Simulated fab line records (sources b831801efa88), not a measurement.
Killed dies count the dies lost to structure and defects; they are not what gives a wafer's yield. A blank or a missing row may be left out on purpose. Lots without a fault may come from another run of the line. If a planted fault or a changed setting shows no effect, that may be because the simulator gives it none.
Matching of chambers | flow sky130 | SKY_VIA1_ETCH_15 on rie_diel-02: 4 sister chambers
The step etches SiO2 in C4F8/O2/Ar, stops on TiN, target depth 351 nm, time 54 s. 4 wafers are shown with their chamber, then 9 later ones without.

EACH WAFER AND ITS CHAMBER
wafer  | chamber | oes_product_au (a.u.)
L087.3 | 0       | 0.982
L088.1 | 2       | 0.985
L088.2 | 3       | 0.981
L088.3 | 1       | 0.983

WAFERS WITH NO CHAMBER GIVEN
wafer  | oes_product_au (a.u.)
L088.4 | 0.987
L088.5 | 0.980
L088.6 | 0.977
L090.1 | 0.977
L090.3 | 0.991
L090.4 | 0.975
L095.1 | 0.985
L095.3 | 0.973
L095.6 | 0.978

EACH ONE'S CHAMBER
wafer  | from the rows above               | in truth
L088.4 | can't be placed: 2 or 1 or 0 or 3 | 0
L088.5 | can't be placed: 3 or 0 or 1 or 2 | 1
L088.6 | can't be placed: 3 or 0 or 1 or 2 | 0
L090.1 | can't be placed: 3 or 0 or 1 or 2 | 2
L090.3 | can't be placed: 2 or 1 or 0 or 3 | 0
L090.4 | can't be placed: 3 or 0 or 1 or 2 | 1
L095.1 | can't be placed: 2 or 1 or 0 or 3 | 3
L095.3 | can't be placed: 3 or 0 or 1 or 2 | 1
L095.6 | can't be placed: 3 or 0 or 1 or 2 | 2
Correctly placed: 0 of 9. Can't be placed from these rows: 9 (the true chamber is among the candidates in 9). Placed wrongly: 0.
How it was worked out, from the rows above alone: a wafer's distance from a chamber is the root of the sum, over the readings, of the square of ((its reading less the chamber's mean) divided by the reading's scatter). The wafer belongs to the nearest chamber; if the next one is less than 2 further off, it can't be placed. The mean given for a chamber averages the wafers shown for that chamber. The scatter: with one shown wafer a chamber, the root of the mean of the squares of how far each hidden wafer lies from its nearest shown one.
